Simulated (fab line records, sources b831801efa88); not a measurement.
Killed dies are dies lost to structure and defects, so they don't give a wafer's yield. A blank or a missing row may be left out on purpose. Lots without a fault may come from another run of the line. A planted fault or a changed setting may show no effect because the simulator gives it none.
Problem report in the 8D (eight disciplines) form, filled by code | flow sky130 | the parts of the form that need people (team, actions taken, sign-off) are left out

1. THE PROBLEM
time_to_endpoint_s at SKY_FIELD_ISO_CMP_27 reads a mean of 219 s on 4 wafers of 2 lots; wafers without a fault read 111 s with a standard deviation of 5.6. That is +19 standard deviations from the usual mean.
The step: polishes, stops on Si3N4, t overpolish 16 s, target thk 457.8 nm.
First seen on wafer L607.3, day 5 12:07, on cmp-01. The record holds 39 wafers of 13 lots with a number at this step. Rule for "out", or "out of limits": more than 4 standard deviations from the usual mean. The other wafers with a number count as sound.

2. WHAT IT IS AND WHAT IT IS NOT
question                    | is                             | is not
which readings at this step | time_to_endpoint_s             | motor_current_A, overpolish_run_s
which lots                  | L607, L611                     | L593, L594, L596, L597, L598, L600, L602, L612, L614, L615, L616
which wafers of those lots  | L607.2, L607.3, L611.2, L611.3 | L607.1, L611.4
read on which tools         | cmp-01                         | cmp-02
when                        | from day 5 12:07               | up to then (22 sound wafers); but 13 sound wafers of L611, L612, L614, L615, L616 came after

3. SUSPECTS, AND WHAT RULES EACH OUT
Counting: a tool at a process step up to the reading stays a suspect if it ran every lot that is out. Sound lots after the first of them don't rule it out here, since some wafers of a struck lot are sound.
- cmp-01 at SKY_FIELD_ISO_CMP_27 (polishes, stops on Si3N4, t overpolish 16 s, target thk 457.8 nm): kept. It ran every lot that is out, first L607 (day 5 12:07); its last sound lot up to then is L602 (day 4 11:20). Its own readings are out on those wafers: time_to_endpoint_s.
- Within cmp-01 at SKY_FIELD_ISO_CMP_27: the wafers that are out ran in chambers 1, 3; their sound lot-mates ran in chambers 0, 2.
Left after counting: cmp-01 at SKY_FIELD_ISO_CMP_27.

4. THE CAUSE (what the simulator had put in)
Process parameter drift: cmp-01, from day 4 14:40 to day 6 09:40, at SKY_FIELD_ISO_CMP_27. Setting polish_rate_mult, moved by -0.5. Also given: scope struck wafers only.
Counting left only this tool.

5. THE CHAIN OF EFFECTS, in route order
Each row: a reading whose mean over the struck wafers that have a number lies more than 3 standard deviations from the usual. Only readings for which the record gives a usual standard deviation are gone through. hours: the time from each lot's start at the first step in this table that gives one to its start at this step, as a median over the lots. sigmas: the change in usual standard deviations.
hours | step                 | reading            | usual | on struck wafers | change | sigmas
0     | SKY_FIELD_ISO_CMP_27 | time_to_endpoint_s | 111 s | 219              | +108   | +19
The process steps in it:
- SKY_FIELD_ISO_CMP_27: polishes, stops on Si3N4, t overpolish 16 s, target thk 457.8 nm.
Later measuring or inspecting steps at which every struck wafer that the step has a row for has a number for every such reading, and none has moved that far: SKY_VT_ADJUST_LVTN_TW_MEAS_10.

6. WHAT WOULD HAVE CAUGHT IT SOONER
In this record the first reading out of limits was taken at day 5 12:07, 21 hours after the fault began at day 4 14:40.
